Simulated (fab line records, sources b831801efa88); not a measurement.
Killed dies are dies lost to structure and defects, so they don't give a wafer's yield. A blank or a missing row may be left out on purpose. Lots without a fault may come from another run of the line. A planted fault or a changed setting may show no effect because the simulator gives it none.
Which tool did it? | flow gf180mcu | 13 lots, 39 wafers sampled, at 3 steps of a route of 602

WHAT THE GAUGES READ, wafer by wafer
GF_V5_RS_MEAS_24: measures by four-point-probe.
lot  | measured     | on            | V5_W_RS (ohm/sq)
L414 | day 27 00:46 | film_metro-01 | 0.329 0.330 0.326
L416 | day 27 23:47 | film_metro-04 | 0.330 0.331 0.334
L415 | day 28 00:00 | film_metro-01 | 0.331 0.332 0.329
L417 | day 28 07:23 | film_metro-04 | 0.322 0.326 0.325
L418 | day 28 15:12 | film_metro-02 | 0.332 0.330 0.328
L421 | day 29 12:28 | film_metro-02 | 0.325 0.328 0.328
L422 | day 29 18:31 | film_metro-04 | 0.331 0.329 0.328
L425 | day 30 16:08 | film_metro-01 | 0.323 0.330 0.324
L429 | day 31 16:01 | film_metro-04 | 0.325 0.326 0.323
L433 | day 32 22:05 | film_metro-01 | 0.327 0.333 0.328
L435 | day 33 02:13 | film_metro-04 | 0.327 0.331 0.330
L436 | day 33 05:25 | film_metro-01 | 0.326 0.333 0.333
L437 | day 33 13:23 | film_metro-02 | 0.335 0.328 0.334

GF_TOP_METAL_CD_MEAS_14: target cd 440 nm.
lot  | measured     | on        | cd_nm (nm)
L414 | day 27 21:46 | cd_sem-01 | 444.3 444.9 441.9
L416 | day 28 19:05 | cd_sem-02 | 437.4 437.0 438.6
L415 | day 28 19:56 | cd_sem-01 | 439.8 437.8 437.6
L417 | day 29 02:58 | cd_sem-01 | 438.4 438.8 439.6
L418 | day 29 11:02 | cd_sem-02 | 441.9 442.0 441.5
L421 | day 30 07:59 | cd_sem-02 | 437.6 440.9 438.5
L422 | day 30 13:47 | cd_sem-02 | 436.7 436.0 436.1
L425 | day 31 10:53 | cd_sem-02 | 438.0 439.0 435.2
L429 | day 32 09:13 | cd_sem-02 | 438.2 438.5 435.3
L433 | day 33 14:14 | cd_sem-01 | 438.6 437.7 436.5
L435 | day 33 18:41 | cd_sem-02 | 442.3 441.5 441.7
L436 | day 33 21:13 | cd_sem-01 | 440.4 445.2 441.6
L437 | day 34 05:21 | cd_sem-02 | 440.4 440.1 438.6

WHICH TOOL RAN EACH LOT (tool, then ch and the chambers of the sampled wafers, then the start)
lot  | GF_TOP_METAL_SPUTTER_03
L414 | pvd_sputter-04, day 27 01:25
L416 | pvd_sputter-04, day 28 00:26
L415 | pvd_sputter-02, day 28 00:44
L417 | pvd_sputter-02, day 28 08:01
L418 | pvd_sputter-04, day 28 15:50
L421 | pvd_sputter-03, day 29 13:08
L422 | pvd_sputter-04, day 29 19:10
L425 | pvd_sputter-04, day 30 16:46
L429 | pvd_sputter-03, day 31 16:41
L433 | pvd_sputter-02, day 32 22:44
L435 | pvd_sputter-02, day 33 02:52
L436 | pvd_sputter-04, day 33 06:04
L437 | pvd_sputter-02, day 33 14:00
- GF_TOP_METAL_SPUTTER_03: material Ti, target thk 5 nm, time 3.3 s.

WHAT THE TOOLS THEMSELVES READ (means of the sampled wafers that have a number; where no wafer has one, the mark that the record gives instead)
GF_TOP_METAL_SPUTTER_03.
lot  | tool           | throttle_valve_pct (%)
L414 | pvd_sputter-04 | 29.8
L416 | pvd_sputter-04 | 29.7
L415 | pvd_sputter-02 | 31.3
L417 | pvd_sputter-02 | 30.2
L418 | pvd_sputter-04 | 29.2
L421 | pvd_sputter-03 | 30.0
L422 | pvd_sputter-04 | 28.9
L425 | pvd_sputter-04 | 28.9
L429 | pvd_sputter-03 | 30.3
L433 | pvd_sputter-02 | 31.4
L435 | pvd_sputter-02 | 29.1
L436 | pvd_sputter-04 | 29.2
L437 | pvd_sputter-02 | 30.1

THE ANSWER, worked out from the rows above alone
Rule: what is usual is taken from the lots themselves. Put in order of their means at a reading, lots are off if they are a third of the lots or fewer, leave a main group of 4 or more, and stand apart from it by a gap of 3 or more times the standard deviation of the main group's means; of several such gaps the widest counts. A main group whose means are all the same, to the digits that the tables above print for the reading, isn't used. A lot without any number at a reading at which 4 lots or more have one is off too. The other lots that the step has rows for count as sound. The gauges are gone through in route order, then the tools' own readings, and for those a lot's mean is taken as printed above. The first step at which some lot is off is used, and at that step the reading that is off furthest; a lot without a number counts as furthest.
No lot is off at any reading shown: from this, nothing can be told.

WHAT THE SIMULATOR HAD PUT IN
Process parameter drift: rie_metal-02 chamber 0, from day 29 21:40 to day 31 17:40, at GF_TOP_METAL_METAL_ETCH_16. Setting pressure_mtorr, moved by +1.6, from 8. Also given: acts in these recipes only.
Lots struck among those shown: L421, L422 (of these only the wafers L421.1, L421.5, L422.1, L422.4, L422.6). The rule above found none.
